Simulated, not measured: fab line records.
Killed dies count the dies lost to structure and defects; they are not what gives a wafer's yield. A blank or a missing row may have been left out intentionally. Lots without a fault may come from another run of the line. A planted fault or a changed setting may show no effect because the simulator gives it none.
fab line records :: flow gf180mcu
record:
  lots: 13
  wafers: 39
  lastDay: 34
route steps=602 shown V4@491
lots untouched by any fault: they come from a run of this same line in which no faults occurred
startH: hours from the record's first day to the start of the lot's first wafer shown :: waitH: how many hours have passed since the lot's step before this one :: " repeats the value in the row above :: L1.1+2: one row covering several wafers at once :: - no value, or no start was given :: * or withheld: withheld :: < > ~ a bound
route shown NAME@n: names a module that has steps shown in the file, with the first one's number in the route :: usual: mean and standard deviation over wafers with no fault :: same: alike in all rows :: chamber/n: place in a boat :: sites: each site's reading :: _std_site: standard deviation across them :: _edge_site: outer sites' mean less inner sites' :: radiusMm: for every site, how far away it sits from the centre of the wafer :: mask NAME#n: copy n :: behind: tool/chamber where the wafer was last shaped :: hold: reason for holding the lot/hours on hold/outcome of the hold :: device: transistor that didn't switch, given as n, p or np :: end of line: the route-end tests of the same wafers :: a step without rows: its recipe alone :: killed: not the wafer's yield, but the dies lost to structure and defects at the first sort :: map: per-die view of a wafer (x killed, . not killed, _ where there is no die)
set.NAME: the run value of the setting; set.NAME@STEP: its run value at that earlier step :: model.NAME: the simulator's own value behind a step, which no gauge read
route steps across a sampled set of lots; one table per step, one row per wafer
services: the hour from which a tool's chamber was out of use, counted from the record's first day as startH (under 0 if before that day), plus the number of hours and why
== steps ==
step: GF_V4_OVL_MEAS_15
usual:
  V4_OVL: 0/5.7
lot.wafer: L268.2
tool: overlay-02
chamber: -
startH: 564.15
waitH: 0.1
V4_OVL[nm]: 9

lot.wafer: L268.5
tool: overlay-02
chamber: -
startH: 564.15
waitH: 0.1
V4_OVL[nm]: 9

lot.wafer: L268.6
tool: overlay-02
chamber: -
startH: 564.15
waitH: 0.1
V4_OVL[nm]: 10

lot.wafer: L269.2
tool: overlay-02
chamber: -
startH: 572.44
waitH: 0.1
V4_OVL[nm]: 0

lot.wafer: L269.3
tool: overlay-02
chamber: -
startH: 572.44
waitH: 0.1
V4_OVL[nm]: -2

lot.wafer: L269.5
tool: overlay-02
chamber: -
startH: 572.44
waitH: 0.1
V4_OVL[nm]: 4

lot.wafer: L271.1
tool: overlay-02
chamber: -
startH: 589.58
waitH: 0.1
V4_OVL[nm]: 0

lot.wafer: L271.2
tool: overlay-02
chamber: -
startH: 589.58
waitH: 0.1
V4_OVL[nm]: 2

lot.wafer: L271.4
tool: overlay-02
chamber: -
startH: 589.58
waitH: 0.1
V4_OVL[nm]: -2

lot.wafer: L274.1
tool: overlay-02
chamber: -
startH: 613.10
waitH: 0.1
V4_OVL[nm]: 0

lot.wafer: L274.2
tool: overlay-02
chamber: -
startH: 613.10
waitH: 0.1
V4_OVL[nm]: -1

lot.wafer: L274.3
tool: overlay-02
chamber: -
startH: 613.10
waitH: 0.1
V4_OVL[nm]: -2

lot.wafer: L280.2
tool: overlay-01
chamber: -
startH: 668.05
waitH: 0.1
V4_OVL[nm]: -8

lot.wafer: L280.3
tool: overlay-01
chamber: -
startH: 668.05
waitH: 0.1
V4_OVL[nm]: 5

lot.wafer: L280.5
tool: overlay-01
chamber: -
startH: 668.05
waitH: 0.1
V4_OVL[nm]: -3

lot.wafer: L281.3
tool: overlay-02
chamber: -
startH: 673.15
waitH: 0.1
V4_OVL[nm]: -2

lot.wafer: L281.5
tool: overlay-02
chamber: -
startH: 673.15
waitH: 0.1
V4_OVL[nm]: 0

lot.wafer: L281.6
tool: overlay-02
chamber: -
startH: 673.15
waitH: 0.1
V4_OVL[nm]: 0

lot.wafer: L282.1
tool: overlay-02
chamber: -
startH: 678.64
waitH: 0.1
V4_OVL[nm]: 6

lot.wafer: L282.4
tool: overlay-02
chamber: -
startH: 678.64
waitH: 0.1
V4_OVL[nm]: -2

lot.wafer: L282.6
tool: overlay-02
chamber: -
startH: 678.64
waitH: 0.1
V4_OVL[nm]: 3

lot.wafer: L283.2
tool: overlay-02
chamber: -
startH: 685.80
waitH: 0.1
V4_OVL[nm]: 2

lot.wafer: L283.4
tool: overlay-02
chamber: -
startH: 685.80
waitH: 0.1
V4_OVL[nm]: -2

lot.wafer: L283.5
tool: overlay-02
chamber: -
startH: 685.80
waitH: 0.1
V4_OVL[nm]: 0

lot.wafer: L284.3
tool: overlay-01
chamber: -
startH: 690.21
waitH: 0.1
V4_OVL[nm]: -2

lot.wafer: L284.4
tool: overlay-01
chamber: -
startH: 690.21
waitH: 0.1
V4_OVL[nm]: -6

lot.wafer: L284.5
tool: overlay-01
chamber: -
startH: 690.21
waitH: 0.1
V4_OVL[nm]: -5

lot.wafer: L285.1
tool: overlay-02
chamber: -
startH: 698.74
waitH: 0.1
V4_OVL[nm]: 6

lot.wafer: L285.2
tool: overlay-02
chamber: -
startH: 698.74
waitH: 0.1
V4_OVL[nm]: 1

lot.wafer: L285.5
tool: overlay-02
chamber: -
startH: 698.74
waitH: 0.1
V4_OVL[nm]: 6

lot.wafer: L286.1
tool: overlay-01
chamber: -
startH: 708.78
waitH: 0.1
V4_OVL[nm]: 1

lot.wafer: L286.2
tool: overlay-01
chamber: -
startH: 708.78
waitH: 0.1
V4_OVL[nm]: -4

lot.wafer: L286.3
tool: overlay-01
chamber: -
startH: 708.78
waitH: 0.1
V4_OVL[nm]: -4

lot.wafer: L287.3
tool: overlay-02
chamber: -
startH: 709.50
waitH: 0.1
V4_OVL[nm]: -1

lot.wafer: L287.5
tool: overlay-02
chamber: -
startH: 709.50
waitH: 0.1
V4_OVL[nm]: 4

lot.wafer: L287.6
tool: overlay-02
chamber: -
startH: 709.50
waitH: 0.1
V4_OVL[nm]: 2

lot.wafer: L290.1
tool: overlay-02
chamber: -
startH: 733.45
waitH: 0.1
V4_OVL[nm]: -8

lot.wafer: L290.3
tool: overlay-02
chamber: -
startH: 733.45
waitH: 0.1
V4_OVL[nm]: 4

lot.wafer: L290.5
tool: overlay-02
chamber: -
startH: 733.45
waitH: 0.1
V4_OVL[nm]: -4
step: GF_V4_ETCH_17
recipe:
  chemistry: C4F8/O2/Ar
  maskMaterial: KrF
  target: SiO2
  stopOn: TiN
  sourceW: 1500
  biasW: 1200
  pressureMtorr: 40
  c4f8FlowSccm: withheld
  O2_flow_sccm: 6
  Ar_flow_sccm: 300
  timeS: withheld
  targetDepthA: 6300
usual:
  oesProductAu: 0.857/0.0053
lot.wafer: L268.2
tool: rieDiel-02
chamber: 3
startH: -
waitH: -
oesProductAu: 0.845

lot.wafer: L268.5
tool: rieDiel-02
chamber: 3
startH: -
waitH: -
oesProductAu: 0.853

lot.wafer: L268.6
tool: rieDiel-02
chamber: 2
startH: -
waitH: -
oesProductAu: 0.851

lot.wafer: L269.2
tool: rieDiel-02
chamber: 2
startH: -
waitH: -
oesProductAu: 0.850

lot.wafer: L269.3
tool: rieDiel-02
chamber: 3
startH: -
waitH: -
oesProductAu: 0.853

lot.wafer: L269.5
tool: rieDiel-02
chamber: 3
startH: -
waitH: -
oesProductAu: 0.862

lot.wafer: L271.1
tool: rieDiel-04
chamber: 3
startH: -
waitH: -
oesProductAu: 0.853

lot.wafer: L271.2
tool: rieDiel-04
chamber: 2
startH: -
waitH: -
oesProductAu: 0.855

lot.wafer: L271.4
tool: rieDiel-04
chamber: 1
startH: -
waitH: -
oesProductAu: 0.857

lot.wafer: L274.1
tool: rieDiel-04
chamber: 2
startH: -
waitH: -
oesProductAu: 0.855

lot.wafer: L274.2
tool: rieDiel-04
chamber: 0
startH: -
waitH: -
oesProductAu: 0.855

lot.wafer: L274.3
tool: rieDiel-04
chamber: 1
startH: -
waitH: -
oesProductAu: 0.857

lot.wafer: L280.2
tool: rieDiel-02
chamber: 0
startH: -
waitH: -
oesProductAu: 0.854

lot.wafer: L280.3
tool: rieDiel-02
chamber: 2
startH: -
waitH: -
oesProductAu: 0.861

lot.wafer: L280.5
tool: rieDiel-02
chamber: 0
startH: -
waitH: -
oesProductAu: 0.855

lot.wafer: L281.3
tool: rieDiel-01
chamber: 1
startH: -
waitH: -
oesProductAu: 0.865

lot.wafer: L281.5
tool: rieDiel-01
chamber: 3
startH: -
waitH: -
oesProductAu: 0.858

lot.wafer: L281.6
tool: rieDiel-01
chamber: 2
startH: -
waitH: -
oesProductAu: 0.865

lot.wafer: L282.1
tool: rieDiel-02
chamber: 2
startH: -
waitH: -
oesProductAu: 0.851

lot.wafer: L282.4
tool: rieDiel-02
chamber: 0
startH: -
waitH: -
oesProductAu: 0.848

lot.wafer: L282.6
tool: rieDiel-02
chamber: 1
startH: -
waitH: -
oesProductAu: 0.859

lot.wafer: L283.2
tool: rieDiel-01
chamber: 0
startH: -
waitH: -
oesProductAu: 0.852

lot.wafer: L283.4
tool: rieDiel-01
chamber: 1
startH: -
waitH: -
oesProductAu: 0.863

lot.wafer: L283.5
tool: rieDiel-01
chamber: 2
startH: -
waitH: -
oesProductAu: 0.856

lot.wafer: L284.3
tool: rieDiel-01
chamber: 3
startH: -
waitH: -
oesProductAu: 0.856

lot.wafer: L284.4
tool: rieDiel-01
chamber: 2
startH: -
waitH: -
oesProductAu: 0.867

lot.wafer: L284.5
tool: rieDiel-01
chamber: 0
startH: -
waitH: -
oesProductAu: 0.852

lot.wafer: L285.1
tool: rieDiel-02
chamber: 0
startH: -
waitH: -
oesProductAu: 0.850

lot.wafer: L285.2
tool: rieDiel-02
chamber: 2
startH: -
waitH: -
oesProductAu: 0.862

lot.wafer: L285.5
tool: rieDiel-02
chamber: 2
startH: -
waitH: -
oesProductAu: 0.860

lot.wafer: L286.1
tool: rieDiel-04
chamber: 3
startH: -
waitH: -
oesProductAu: 0.860

lot.wafer: L286.2
tool: rieDiel-04
chamber: 0
startH: -
waitH: -
oesProductAu: 0.858

lot.wafer: L286.3
tool: rieDiel-04
chamber: 2
startH: -
waitH: -
oesProductAu: 0.852

lot.wafer: L287.3
tool: rieDiel-01
chamber: 1
startH: -
waitH: -
oesProductAu: 0.848

lot.wafer: L287.5
tool: rieDiel-01
chamber: 1
startH: -
waitH: -
oesProductAu: 0.859

lot.wafer: L287.6
tool: rieDiel-01
chamber: 2
startH: -
waitH: -
oesProductAu: 0.861

lot.wafer: L290.1
tool: rieDiel-04
chamber: 3
startH: -
waitH: -
oesProductAu: 0.857

lot.wafer: L290.3
tool: rieDiel-04
chamber: 0
startH: -
waitH: -
oesProductAu: 0.860

lot.wafer: L290.5
tool: rieDiel-04
chamber: 1
startH: -
waitH: -
oesProductAu: 0.859
step: GF_V4_CVD_23
recipe:
  material: W
  targetThkNm: 350
  timeS: 104.9
  tempC: 400
  pressureTorr: 40
usual:
  heaterPowerW: 823/110
lot.wafer: L268.2
tool: cvdW-01
chamber: 1
startH: 564.95
waitH: 0.0
heaterPowerW: 764

lot.wafer: L268.5
tool: cvdW-01
chamber: 1
startH: 564.95
waitH: 0.0
heaterPowerW: 771

lot.wafer: L268.6
tool: cvdW-01
chamber: 0
startH: 564.95
waitH: 0.0
heaterPowerW: 721

lot.wafer: L269.2
tool: cvdW-02
chamber: 0
startH: 573.57
waitH: 0.0
heaterPowerW: 822

lot.wafer: L269.3
tool: cvdW-02
chamber: 0
startH: 573.57
waitH: 0.0
heaterPowerW: 810

lot.wafer: L269.5
tool: cvdW-02
chamber: 1
startH: 573.57
waitH: 0.0
heaterPowerW: 1020

lot.wafer: L271.1
tool: cvdW-02
chamber: 0
startH: 590.38
waitH: 0.0
heaterPowerW: 824

lot.wafer: L271.2
tool: cvdW-02
chamber: 1
startH: 590.38
waitH: 0.0
heaterPowerW: 1009

lot.wafer: L271.4
tool: cvdW-02
chamber: 1
startH: 590.38
waitH: 0.0
heaterPowerW: 990

lot.wafer: L274.1
tool: cvdW-02
chamber: 1
startH: 613.91
waitH: 0.0
heaterPowerW: 1016

lot.wafer: L274.2
tool: cvdW-02
chamber: 0
startH: 613.91
waitH: 0.0
heaterPowerW: 846

lot.wafer: L274.3
tool: cvdW-02
chamber: 1
startH: 613.91
waitH: 0.0
heaterPowerW: 991

lot.wafer: L280.2
tool: cvdW-01
chamber: 0
startH: 668.84
waitH: 0.0
heaterPowerW: 714

lot.wafer: L280.3
tool: cvdW-01
chamber: 0
startH: 668.84
waitH: 0.0
heaterPowerW: 697

lot.wafer: L280.5
tool: cvdW-01
chamber: 1
startH: 668.84
waitH: 0.0
heaterPowerW: 762

lot.wafer: L281.3
tool: cvdW-01
chamber: 0
startH: 674.01
waitH: 0.1
heaterPowerW: 708

lot.wafer: L281.5
tool: cvdW-01
chamber: 1
startH: 674.01
waitH: 0.1
heaterPowerW: 785

lot.wafer: L281.6
tool: cvdW-01
chamber: 0
startH: 674.01
waitH: 0.1
heaterPowerW: 691

lot.wafer: L282.1
tool: cvdW-02
chamber: 1
startH: 679.85
waitH: 0.0
heaterPowerW: 1019

lot.wafer: L282.4
tool: cvdW-02
chamber: 0
startH: 679.85
waitH: 0.0
heaterPowerW: 836

lot.wafer: L282.6
tool: cvdW-02
chamber: 1
startH: 679.85
waitH: 0.0
heaterPowerW: 1011

lot.wafer: L283.2
tool: cvdW-01
chamber: 0
startH: 686.95
waitH: 0.0
heaterPowerW: 712

lot.wafer: L283.4
tool: cvdW-01
chamber: 0
startH: 686.95
waitH: 0.0
heaterPowerW: 721

lot.wafer: L283.5
tool: cvdW-01
chamber: 1
startH: 686.95
waitH: 0.0
heaterPowerW: 776

lot.wafer: L284.3
tool: cvdW-02
chamber: 0
startH: 691.08
waitH: 0.1
heaterPowerW: 830

lot.wafer: L284.4
tool: cvdW-02
chamber: 1
startH: 691.08
waitH: 0.1
heaterPowerW: 1050

lot.wafer: L284.5
tool: cvdW-02
chamber: 0
startH: 691.08
waitH: 0.1
heaterPowerW: 830

lot.wafer: L285.1
tool: cvdW-02
chamber: 1
startH: 699.57
waitH: 0.0
heaterPowerW: 1022

lot.wafer: L285.2
tool: cvdW-02
chamber: 0
startH: 699.57
waitH: 0.0
heaterPowerW: 815

lot.wafer: L285.5
tool: cvdW-02
chamber: 0
startH: 699.57
waitH: 0.0
heaterPowerW: 825

lot.wafer: L286.1
tool: cvdW-01
chamber: 0
startH: 709.60
waitH: 0.0
heaterPowerW: 705

lot.wafer: L286.2
tool: cvdW-01
chamber: 1
startH: 709.60
waitH: 0.0
heaterPowerW: 774

lot.wafer: L286.3
tool: cvdW-01
chamber: 0
startH: 709.60
waitH: 0.0
heaterPowerW: 709

lot.wafer: L287.3
tool: cvdW-02
chamber: 0
startH: 710.39
waitH: 0.1
heaterPowerW: 813

lot.wafer: L287.5
tool: cvdW-02
chamber: 1
startH: 710.39
waitH: 0.1
heaterPowerW: 991

lot.wafer: L287.6
tool: cvdW-02
chamber: 0
startH: 710.39
waitH: 0.1
heaterPowerW: 820

lot.wafer: L290.1
tool: cvdW-01
chamber: 1
startH: 734.24
waitH: 0.0
heaterPowerW: 769

lot.wafer: L290.3
tool: cvdW-01
chamber: 0
startH: 734.24
waitH: 0.0
heaterPowerW: 715

lot.wafer: L290.5
tool: cvdW-01
chamber: 1
startH: 734.24
waitH: 0.0
heaterPowerW: 767
step: GF_V4_CMP_26
recipe:
  stopOn: SiO2
  downForcePsi: 3.5
  platenRpm: 60
  tOverpolishS: 15
  targetThkNm: 0
  padVelocityMS: 0.94248
usual:
  headPressurePsi: 3.499/0.008
  motorCurrentA: 10.7/1.3
  overpolishRunS: 15.000/0.0093
  slurryFlowMlMin: 150.0/0.43
  timeToEndpointS: 85/3.2
lot.wafer: L268.2
tool: cmp-01
chamber: 2
startH: 565.39
waitH: 0.2
headPressurePsi: 3.495
motorCurrentA: 9.2
overpolishRunS: 14.986
slurryFlowMlMin: 149.9
timeToEndpointS: 83

lot.wafer: L268.6
tool: cmp-01
chamber: 3
startH: 565.39
waitH: 0.2
headPressurePsi: 3.495
motorCurrentA: 8.8
overpolishRunS: 15.006
slurryFlowMlMin: 148.9
timeToEndpointS: 80

lot.wafer: L268.5
tool: cmp-01
chamber: 0
startH: 565.39
waitH: 0.2
headPressurePsi: 3.495
motorCurrentA: 11.3
overpolishRunS: 15.001
slurryFlowMlMin: 149.9
timeToEndpointS: 84

lot.wafer: L269.2
tool: cmp-02
chamber: 0
startH: 573.97
waitH: 0.1
headPressurePsi: 3.499
motorCurrentA: 12.8
overpolishRunS: 15.002
slurryFlowMlMin: 150.2
timeToEndpointS: 94

lot.wafer: L269.3
tool: cmp-02
chamber: 1
startH: 573.97
waitH: 0.1
headPressurePsi: 3.502
motorCurrentA: 10.5
overpolishRunS: 15.008
slurryFlowMlMin: 150.0
timeToEndpointS: 92

lot.wafer: L269.5
tool: cmp-02
chamber: 3
startH: 573.97
waitH: 0.1
headPressurePsi: 3.488
motorCurrentA: 9.7
overpolishRunS: 14.995
slurryFlowMlMin: 150.0
timeToEndpointS: 86

lot.wafer: L271.4
tool: cmp-02
chamber: 0
startH: 590.67
waitH: 0.0
headPressurePsi: 3.507
motorCurrentA: 12.2
overpolishRunS: 15.010
slurryFlowMlMin: 150.3
timeToEndpointS: 87

lot.wafer: L271.2
tool: cmp-02
chamber: 2
startH: 590.67
waitH: 0.0
headPressurePsi: 3.492
motorCurrentA: 10.7
overpolishRunS: 14.998
slurryFlowMlMin: 150.2
timeToEndpointS: 85

lot.wafer: L271.1
tool: cmp-02
chamber: 3
startH: 590.67
waitH: 0.0
headPressurePsi: 3.489
motorCurrentA: 9.4
overpolishRunS: 15.001
slurryFlowMlMin: 150.0
timeToEndpointS: 87

lot.wafer: L274.2
tool: cmp-01
chamber: 2
startH: 614.21
waitH: 0.0
headPressurePsi: 3.491
motorCurrentA: 9.1
overpolishRunS: 15.002
slurryFlowMlMin: 150.2
timeToEndpointS: 87

lot.wafer: L274.3
tool: cmp-01
chamber: 3
startH: 614.21
waitH: 0.0
headPressurePsi: 3.488
motorCurrentA: 9.3
overpolishRunS: 15.000
slurryFlowMlMin: 150.1
timeToEndpointS: 86

lot.wafer: L274.1
tool: cmp-01
chamber: 1
startH: 614.21
waitH: 0.0
headPressurePsi: 3.496
motorCurrentA: 12.0
overpolishRunS: 0.042
slurryFlowMlMin: 150.3
timeToEndpointS: 127

lot.wafer: L280.3
tool: cmp-02
chamber: 1
startH: 669.14
waitH: 0.0
headPressurePsi: 3.497
motorCurrentA: 10.9
overpolishRunS: 14.997
slurryFlowMlMin: 150.4
timeToEndpointS: 92

lot.wafer: L280.2
tool: cmp-02
chamber: 0
startH: 669.14
waitH: 0.0
headPressurePsi: 3.515
motorCurrentA: 11.6
overpolishRunS: 14.987
slurryFlowMlMin: 149.9
timeToEndpointS: 92

lot.wafer: L280.5
tool: cmp-02
chamber: 2
startH: 669.14
waitH: 0.0
headPressurePsi: 3.495
motorCurrentA: 11.6
overpolishRunS: 14.999
slurryFlowMlMin: 149.4
timeToEndpointS: 89

lot.wafer: L281.3
tool: cmp-02
chamber: 2
startH: 674.41
waitH: 0.2
headPressurePsi: 3.494
motorCurrentA: 11.5
overpolishRunS: 14.998
slurryFlowMlMin: 150.3
timeToEndpointS: 89

lot.wafer: L281.5
tool: cmp-02
chamber: 3
startH: 674.41
waitH: 0.2
headPressurePsi: 3.504
motorCurrentA: 9.4
overpolishRunS: 15.004
slurryFlowMlMin: 150.7
timeToEndpointS: 86

lot.wafer: L281.6
tool: cmp-02
chamber: 0
startH: 674.41
waitH: 0.2
headPressurePsi: 3.494
motorCurrentA: 12.5
overpolishRunS: 14.995
slurryFlowMlMin: 149.5
timeToEndpointS: 90

lot.wafer: L282.4
tool: cmp-01
chamber: 0
startH: 680.14
waitH: 0.0
headPressurePsi: 3.511
motorCurrentA: 10.9
overpolishRunS: 14.985
slurryFlowMlMin: 150.7
timeToEndpointS: 89

lot.wafer: L282.1
tool: cmp-01
chamber: 3
startH: 680.14
waitH: 0.0
headPressurePsi: 3.518
motorCurrentA: 9.0
overpolishRunS: 15.018
slurryFlowMlMin: 150.9
timeToEndpointS: 86

lot.wafer: L282.6
tool: cmp-01
chamber: 0
startH: 680.14
waitH: 0.0
headPressurePsi: 3.498
motorCurrentA: 11.9
overpolishRunS: 15.004
slurryFlowMlMin: 150.2
timeToEndpointS: 86

lot.wafer: L283.4
tool: cmp-01
chamber: 2
startH: 687.25
waitH: 0.0
headPressurePsi: 3.502
motorCurrentA: 9.6
overpolishRunS: 14.997
slurryFlowMlMin: 150.1
timeToEndpointS: 82

lot.wafer: L283.2
tool: cmp-01
chamber: 1
startH: 687.25
waitH: 0.0
headPressurePsi: 3.507
motorCurrentA: 12.8
overpolishRunS: 14.998
slurryFlowMlMin: 149.5
timeToEndpointS: 85

lot.wafer: L283.5
tool: cmp-01
chamber: 3
startH: 687.25
waitH: 0.0
headPressurePsi: 3.496
motorCurrentA: 8.9
overpolishRunS: 14.995
slurryFlowMlMin: 149.8
timeToEndpointS: 83

lot.wafer: L284.3
tool: cmp-01
chamber: 0
startH: 691.39
waitH: 0.1
headPressurePsi: 3.502
motorCurrentA: 11.7
overpolishRunS: 15.006
slurryFlowMlMin: 149.8
timeToEndpointS: 84

lot.wafer: L284.4
tool: cmp-01
chamber: 2
startH: 691.39
waitH: 0.1
headPressurePsi: 3.508
motorCurrentA: 9.3
overpolishRunS: 15.003
slurryFlowMlMin: 150.6
timeToEndpointS: 83

lot.wafer: L284.5
tool: cmp-01
chamber: 3
startH: 691.39
waitH: 0.1
headPressurePsi: 3.490
motorCurrentA: 8.9
overpolishRunS: 15.010
slurryFlowMlMin: 150.6
timeToEndpointS: 84

lot.wafer: L285.2
tool: cmp-01
chamber: 0
startH: 699.86
waitH: 0.0
headPressurePsi: 3.501
motorCurrentA: 11.9
overpolishRunS: 15.017
slurryFlowMlMin: 150.0
timeToEndpointS: 83

lot.wafer: L285.1
tool: cmp-01
chamber: 3
startH: 699.86
waitH: 0.0
headPressurePsi: 3.492
motorCurrentA: 8.9
overpolishRunS: 14.997
slurryFlowMlMin: 151.1
timeToEndpointS: 84

lot.wafer: L285.5
tool: cmp-01
chamber: 1
startH: 699.86
waitH: 0.0
headPressurePsi: 3.484
motorCurrentA: 11.9
overpolishRunS: 14.985
slurryFlowMlMin: 150.1
timeToEndpointS: 86

lot.wafer: L286.1
tool: cmp-02
chamber: 3
startH: 709.89
waitH: 0.1
headPressurePsi: 3.484
motorCurrentA: 9.1
overpolishRunS: 14.991
slurryFlowMlMin: 150.2
timeToEndpointS: 86

lot.wafer: L286.2
tool: cmp-02
chamber: 0
startH: 709.89
waitH: 0.1
headPressurePsi: 3.499
motorCurrentA: 12.3
overpolishRunS: 14.979
slurryFlowMlMin: 149.4
timeToEndpointS: 85

lot.wafer: L286.3
tool: cmp-02
chamber: 1
startH: 709.89
waitH: 0.1
headPressurePsi: 3.501
motorCurrentA: 10.7
overpolishRunS: 14.997
slurryFlowMlMin: 150.5
timeToEndpointS: 86

lot.wafer: L287.3
tool: cmp-01
chamber: 0
startH: 710.80
waitH: 0.2
headPressurePsi: 3.504
motorCurrentA: 11.7
overpolishRunS: 14.991
slurryFlowMlMin: 149.6
timeToEndpointS: 84

lot.wafer: L287.6
tool: cmp-01
chamber: 1
startH: 710.80
waitH: 0.2
headPressurePsi: 3.490
motorCurrentA: 12.0
overpolishRunS: 15.004
slurryFlowMlMin: 149.8
timeToEndpointS: 85

lot.wafer: L287.5
tool: cmp-01
chamber: 2
startH: 710.80
waitH: 0.2
headPressurePsi: 3.487
motorCurrentA: 9.5
overpolishRunS: 14.988
slurryFlowMlMin: 151.3
timeToEndpointS: 79

lot.wafer: L290.1
tool: cmp-01
chamber: 1
startH: 734.59
waitH: 0.1
headPressurePsi: 3.510
motorCurrentA: 12.1
overpolishRunS: 14.996
slurryFlowMlMin: 149.8
timeToEndpointS: 82

lot.wafer: L290.3
tool: cmp-01
chamber: 3
startH: 734.59
waitH: 0.1
headPressurePsi: 3.507
motorCurrentA: 9.0
overpolishRunS: 15.009
slurryFlowMlMin: 150.4
timeToEndpointS: 82

lot.wafer: L290.5
tool: cmp-01
chamber: 0
startH: 734.59
waitH: 0.1
headPressurePsi: 3.489
motorCurrentA: 11.9
overpolishRunS: 15.001
slurryFlowMlMin: 151.3
timeToEndpointS: 80
== services ==
tool: rieDiel-02
chamber: 0
startH: 541.83
hours: 42.7
kind: repair

tool: cmp-01
chamber: -
startH: 552.32
hours: 6.5
kind: repair

tool: cvdW-02
chamber: -
startH: 559.20
hours: 6.2
kind: repair

tool: rieDiel-04
chamber: 2
startH: 564.63
hours: 12.7
kind: repair

tool: cmp-01
chamber: -
startH: 572.28
hours: 4.0
kind: pm

tool: cmp-01
chamber: -
startH: 579.63
hours: 6.1
kind: pm

tool: cmp-01
chamber: -
startH: 587.63
hours: 2.6
kind: repair

tool: rieDiel-01
chamber: 1
startH: 606.92
hours: 2.8
kind: repair

tool: rieDiel-04
chamber: 0
startH: 609.78
hours: 1.7
kind: repair

tool: cmp-02
chamber: -
startH: 613.68
hours: 0.3
kind: repair

tool: cmp-01
chamber: -
startH: 625.76
hours: 1.2
kind: repair

tool: cmp-01
chamber: -
startH: 630.19
hours: 0.3
kind: repair

tool: cmp-02
chamber: -
startH: 631.13
hours: 3.8
kind: repair

tool: rieDiel-02
chamber: 3
startH: 640.97
hours: 68.3
kind: repair

tool: cmp-01
chamber: -
startH: 668.26
hours: 2.4
kind: repair

tool: cvdW-02
chamber: 0
startH: 678.30
hours: 1.4
kind: repair

tool: rieDiel-02
chamber: 2
startH: 682.95
hours: 6.0
kind: repair

tool: cvdW-01
chamber: -
startH: 687.86
hours: 0.7
kind: repair

tool: rieDiel-02
chamber: 0
startH: 689.98
hours: 4.9
kind: repair

tool: rieDiel-04
chamber: 1
startH: 708.69
hours: 7.1
kind: repair

tool: cmp-02
chamber: -
startH: 716.72
hours: 3.8
kind: pm

tool: rieDiel-04
chamber: -
startH: 717.28
hours: 0.1
kind: repair

tool: cmp-02
chamber: -
startH: 720.68
hours: 0.8
kind: repair

tool: rieDiel-01
chamber: 2
startH: 729.20
hours: 2.1
kind: repair
== key ==
firstSign:
  step: GF_V4_CMP_26
  reading: overpolishRunS
  direction: down
  sigmas: 99+
  usual: 15.000
  struck: 0.042
effect:
  step: GF_V4_CMP_26
  reading: timeToEndpointS
  direction: up
  sigmas: 13
  usual: *
  struck: *
metAt GF_V4_CMP_26
struckLots L274
struckWafers L274.1
laterRowsLeftOut L274.1
sortLeftOut L274.1
notActingAt GF_V4_OVL_MEAS_15,GF_V4_ETCH_17,GF_V4_CVD_23
onsetBetween 565.39 614.21
fault:
  kind: processParameterDrift
  tool: cmp-01
  chamber: -
  onsetH: 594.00
  steps: GF_V4_CMP_26
  channel: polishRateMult
  offset: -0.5
  shape: step
  endH: 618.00
  scope: struckWafersOnly
sortLeftOut: the simulated sort isn't trusted on such a fault, so these wafers' sort isn't shown, and their yield isn't known
laterRowsLeftOut: the simulator's readings of these wafers behind a module that went badly wrong aren't trusted and aren't shown, but for the sort
